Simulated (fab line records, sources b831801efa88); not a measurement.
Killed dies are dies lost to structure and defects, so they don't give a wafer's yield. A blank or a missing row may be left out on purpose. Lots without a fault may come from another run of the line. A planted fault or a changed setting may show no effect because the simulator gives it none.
One fault seen from 2 desks | flow sky130 | each desk has only its own numbers; what lay behind them comes last

THE TOOL OWNER'S DESK: rtp_anneal-02
The tool's own readings at SKY_SD_N_RTA_14 (time 2 s): means of the sampled wafers that have a number, for each lot that ran on this tool. A lot is out of limits, marked OUT, if its mean lies more than 4 standard deviations from the usual mean; the brackets give that distance.
Columns: A = chamber_o2_ppm at SKY_SD_N_RTA_14, usual 1.998; B = lamp_power_pct at SKY_SD_N_RTA_14, usual 15.73 %; C = ramp_down_c_per_s at SKY_SD_N_RTA_14, usual 90.000; D = wafer_temp_C_max at SKY_SD_N_RTA_14, usual 1078.0
lot  | first seen here | A     | B     | C                        | D
L565 | day 28 12:59    | 1.983 | 15.72 | 89.991                   | 1078.3
L563 | day 28 14:23    | 1.996 | 15.78 | 89.990                   | 1077.8
L574 | day 32 07:18    | 2.014 | 15.72 | 35.994 (-99 or more) OUT | 1078.0
L576 | day 32 12:51    | 2.019 | 15.70 | 36.003 (-99 or more) OUT | 1078.2
This desk's finding: out of limits on L574, L576; first on L574, day 32 07:18 (ramp_down_c_per_s at SKY_SD_N_RTA_14). In limits: L565, L563.

THE METROLOGY DESK
What the gauges read, lot by lot, whatever tool the lot ran on: means of the sampled wafers that have a number. A lot is out of limits, marked OUT, if its mean lies more than 4 standard deviations from the usual mean; the brackets give that distance.
Columns: A = cd_nm at SKY_SD_N_CD_MEAS_07, usual 380.3 nm; B = SD_N_OVL at SKY_SD_N_OVL_MEAS_08, usual 0.9 nm; C = SD_N_TW at SKY_SD_N_TW_MEAS_12, usual 4032
lot  | first seen here | A     | B    | C
L565 | day 28 12:20    | 382.1 | -1.8 | 4060
L563 | day 28 13:43    | 378.2 | 2.7  | 4099
L574 | day 32 06:40    | 377.5 | 4.1  | 3984
L576 | day 32 12:11    | 376.1 | 3.0  | 4065
L579 | day 33 09:03    | 382.2 | 0.6  | 4055
L583 | day 34 14:30    | 379.1 | 2.2  | 4007
This desk's finding: nothing out of limits on any of the 6 lots.

PUT TOGETHER
The tool owner's desk could have raised an alarm at day 32 07:18, on L574, L576.
The metrology desk saw nothing out of limits.
The metrology desk has L574, L576 on record, within its limits.
Of the lots named, all ran SKY_SD_N_RTA_14 on rtp_anneal-02.

WHAT THE SIMULATOR HAD PUT IN
Process parameter drift: rtp_anneal-02, from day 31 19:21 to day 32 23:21, at SKY_SD_N_RTA_14. Setting ramp_down_c_per_s, moved by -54, from 90. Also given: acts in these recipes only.
Lots struck among those shown: L574, L576.
Hours from the fault's start to each desk's first reading out of limits: the tool owner's desk, 12.
